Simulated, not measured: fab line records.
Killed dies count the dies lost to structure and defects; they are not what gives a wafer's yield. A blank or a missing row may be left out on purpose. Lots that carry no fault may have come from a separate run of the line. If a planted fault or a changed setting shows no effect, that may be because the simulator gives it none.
Comparing a struck lot with a sound one :: flow sky130 :: 16 out of 708 route steps
Sound: wafers L675.2, L675.4, L675.5. Wafers struck: L684.1, L684.3, L684.5. The cause comes at the end.
Per side, at each step with rows, come the tool, then ch with its chambers, and then its first start. Under that, the readings that differ: sound wafers :: struck wafers :: difference of the means :: sigmas: that difference in standard deviations of wafers without a fault.
alike: same words and numbers on both sides, and readings whose means sit less than 2 such deviations apart. not compared: any withheld reading, any reading some wafer has no value for, any bound like >300 that may hide the same value, and any number with overlapping values for which the record gives no deviation.
Wherever a step has rows on one side only, a row that says differs or no value, or a row with sigmas, the two part there. Numbers that have no deviation but don't overlap get no sigmas and don't part them. A reading that every wafer of one side lacks parts them only if that side has two wafers or more.

first, 3 steps without rows for these wafers: SKY_SONOS_TUNNEL_EXPOSE_04 (exposes mask TUNM, target cd 410 nm); SKY_SONOS_TUNNEL_PEB_05; SKY_SONOS_TUNNEL_DEVELOP_06 (develop time 60 s).
SKY_SONOS_TUNNEL_CD_MEAS_07 targets a cd of 410 nm.
  sound on cd sem-02, day 13 09:53; struck on cd sem-01, day 17 08:13
  alike: cd nm
SKY_SONOS_TUNNEL_OVL_MEAS_08:
  sound on overlay-02, day 13 09:59; struck on overlay-01, day 17 08:20
  alike: SONOS_TUNNEL_OVL
then, 3 steps without rows for these wafers: SKY_SONOS_TUNNEL_IMPLANT_09; SKY_SONOS_TUNNEL_WET_ETCH_10 (etches SiO2 in dHF, target depth 14 nm, time 280 s); SKY_SONOS_TUNNEL_STRIP_11 (strips in SPM, time 600 s).
SKY_SONOS_TUNNEL_TW_MEAS_12:
  sound on film metro-04, day 13 10:26; struck on film metro-01, day 17 08:47
reading: SONOS_TUNNEL_TW
sound: 201 202 201
struck: 194 195 194
difference: -7
sigmas: -2
then, 2 steps without rows for these wafers: SKY_SONOS_TUNNEL_CLEAN_13 (cleans in dHF, time 20 s); SKY_SONOS_ONO_OXIDATION_00 (stabilise 600 s, purge 300 s, target thk 2.6 nm).
SKY_SONOS_ONO_THK_MEAS_01:
  sound on film metro-03, day 13 12:29; struck on film metro-01, day 17 10:20
  alike: SONOS_ONO_OXIDATION_THK
SKY_SONOS_ONO_CVD_02: deposits Si3N4 from DCS/NH3, target thk 10.5 nm, time 180 s.
  sound on lpcvd-02 ch 1, day 13 12:32; struck on lpcvd-02 ch 1, day 17 10:32
reading: spike tc bottom C (C)
sound: 794 792 792
struck: 783 783 783
difference: -10
sigmas: -3

reading: spike tc centre C (C)
sound: 770.3 770.4 767.3
struck: 761.4 762.5 760.9
difference: -7.7
sigmas: -8

reading: spike tc lower C (C)
sound: 770.5 769.5 768.6
struck: 758.5 761.9 761.3
difference: -9.0
sigmas: -9

reading: spike tc top C (C)
sound: 785.7 786.7 787.2
struck: 779.5 778.5 778.5
difference: -7.7
sigmas: -3

reading: spike tc upper C (C)
sound: 768.4 768.4 767.1
struck: 759.5 759.4 761.4
difference: -7.9
sigmas: -8

reading: model.Si3N4_of_SONOS_ONO_CVD_02.thk nm (nm)
sound: 10.58 10.6 10.48
struck: 8.703 8.772 8.695
difference: -1.830
sigmas: 
SKY_SONOS_ONO_THK_MEAS_03:
  sound on film metro-02, day 13 13:35; struck on film metro-02, day 17 11:35
reading: SONOS_ONO_CVD_02_THK (nm)
sound: 10.57 10.59 10.47
struck: 8.71 8.77 8.67
difference: -1.83
sigmas: -14
then, 1 step without rows for these wafers: SKY_SONOS_ONO_CVD_04 (deposits SiO2 from SiH4/N2O, target thk 5.7199 nm).
-- the record jumps here: 33 days lie between the struck wafers' starts before and after (it left off in module SONOS_ONO and takes up again in module PAD_OPEN, whose first step shown is number 708 of the route) --
SKY_PAD_OPEN_PROBE_99:
  sound on prober-02, day 47 11:07; struck on prober-02, day 50 05:56
reading: model.etest.sonos erased.drive ua um
sound: 187.1 169.9 169.6
struck: 212.2 218.1 224
difference: +42.6
sigmas: 

reading: model.etest.sonos uncharged.r on ohm um
sound: 812 804.8 838.6
struck: 760 757.7 776.6
difference: -54
sigmas: 

reading: model.etest.cap ono.gate log10 a cm2
sound: -7.874 -7.858 -7.923
struck: -6.67 -6.68 -6.778
difference: +1.18
sigmas: 

reading: model.etest.cap ono.gate bv v (V)
sound: 16.36 16.23 16.15
struck: 15.21 15.92 15.31
difference: -0.77
sigmas: 

reading: model.etest.cap ono.tox acc nm (nm)
sound: 12.84 12.8 12.85
struck: 11.87 11.82 11.91
difference: -0.96
sigmas: 

reading: model.etest.sonos programmed.vt v (V)
sound: 1.44 1.494 1.44
struck: 1.81 1.813 1.835
difference: +0.36
sigmas: 

reading: model.etest.sonos erased.vt v (V)
sound: -2.302 -2.282 -2.273
struck: -2.536 -2.566 -2.555
difference: -0.267
sigmas: 

reading: model.etest.sonos baked.vt less v (V)
sound: -0.4929 -0.5474 -0.4528
struck: -0.7134 -0.7076 -0.7726
difference: -0.2335
sigmas: 
  alike: killed_at_M0_to_M3, killed_at_M4_up, killed at contacts, killed at front end, killed at other, killed dies, killed on rim, killed open, killed short

WHERE THEY PART
At SKY_SONOS_TUNNEL_TW_MEAS_12 first; at SKY_SONOS_ONO_THK_MEAS_03 last (within this record only). Later steps at which nothing parts them and some readings are alike: SKY_PAD_OPEN_PROBE_99.

WHY: what the simulator had put in
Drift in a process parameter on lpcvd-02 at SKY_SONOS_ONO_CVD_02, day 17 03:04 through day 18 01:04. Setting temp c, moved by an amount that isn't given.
